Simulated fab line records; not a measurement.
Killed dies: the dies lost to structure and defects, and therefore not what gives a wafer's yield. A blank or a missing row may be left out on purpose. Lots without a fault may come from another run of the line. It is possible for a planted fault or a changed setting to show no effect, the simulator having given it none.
One fault seen from 2 desks / flow gf180mcu / every desk sees just its own numbers, and what lay behind them comes last

AT THE METROLOGY DESK
Lot by lot, what the gauges showed, no matter which tool ran the lot: averages of those sampled wafers that carry a number. If a lot's mean is further than 4 standard deviations from the usual mean, the lot is out of limits and carries the mark OUT (the distance appears in the brackets).
Columns: A = LVPWELL_TW at GF_LVPWELL_TW_MEAS_11, usual 567; B = MVSD_OVL at GF_MVSD_OVL_MEAS_07, usual 0.9 nm; C = MVSD_TW at GF_MVSD_TW_MEAS_11, usual 1589
lot=L751; first seen here=day 4 13:53; A=563; B=2.0; C=1592
lot=L754; first seen here=day 5 15:53; A=568; B=1.6; C=1600
lot=L761; first seen here=day 6 22:22; A=565; B=1.1; C=1613
lot=L762; first seen here=day 7 02:25; A=564; B=0.7; C=1619
lot=L769; first seen here=day 8 18:32; A=559; B=0.1; C=1584
lot=L771; first seen here=day 9 09:27; A=570; B=0.0; C=1579
This desk's finding: nothing out of limits on any of the 6 lots.

THE TOOL OWNER'S DESK: implanter-03
For each lot that ran on this tool, the mean over its sampled wafers that have a number, from the tool's own readings at GF_MVSD_IMPLANT_09. If a lot's mean is further than 4 standard deviations from the usual mean, the lot is out of limits and carries the mark OUT (the distance appears in the brackets).
Columns: A = beam energy keV at GF_MVSD_IMPLANT_09, usual 100.00; B = dose ions cm2 at GF_MVSD_IMPLANT_09, usual 4.999e+12; C = faraday current uA at GF_MVSD_IMPLANT_09, usual 28.2; D = tilt deg at GF_MVSD_IMPLANT_09, usual 0.001 degrees
lot=L751; first seen here=day 5 03:32; A=99.96; B=5.000e+12; C=28.3; D=-0.010
lot=L761; first seen here=day 7 13:58; A=100.00; B=5.006e+12; C=28.0; D=5.754 (+99 or more) OUT
lot=L762; first seen here=day 7 17:47; A=99.99; B=4.994e+12; C=28.1; D=5.742 (+99 or more) OUT
This desk finds L761, L762 out of limits, L761 being first, at day 7 13:58 (tilt deg at GF_MVSD_IMPLANT_09). L751 stayed within limits.

PUT TOGETHER
On L761, L762, at day 7 13:58, an alarm was possible from the tool owner's desk.
At the metrology desk, nothing out of limits was observed.
The metrology desk holds a record of L761, L762, inside its limits.
All the named lots went through GF_MVSD_IMPLANT_09 on implanter-03.

WHAT WAS PUT IN BY THE SIMULATOR
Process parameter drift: implanter-03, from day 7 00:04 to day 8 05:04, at GF_MVSD_IMPLANT_09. From 0, the setting tilt deg moved by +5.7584. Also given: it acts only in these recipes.
Lots struck among those shown: L761, L762.
How many hours passed from the start of the fault until each desk's first out-of-limits reading: the tool owner's desk, 14.
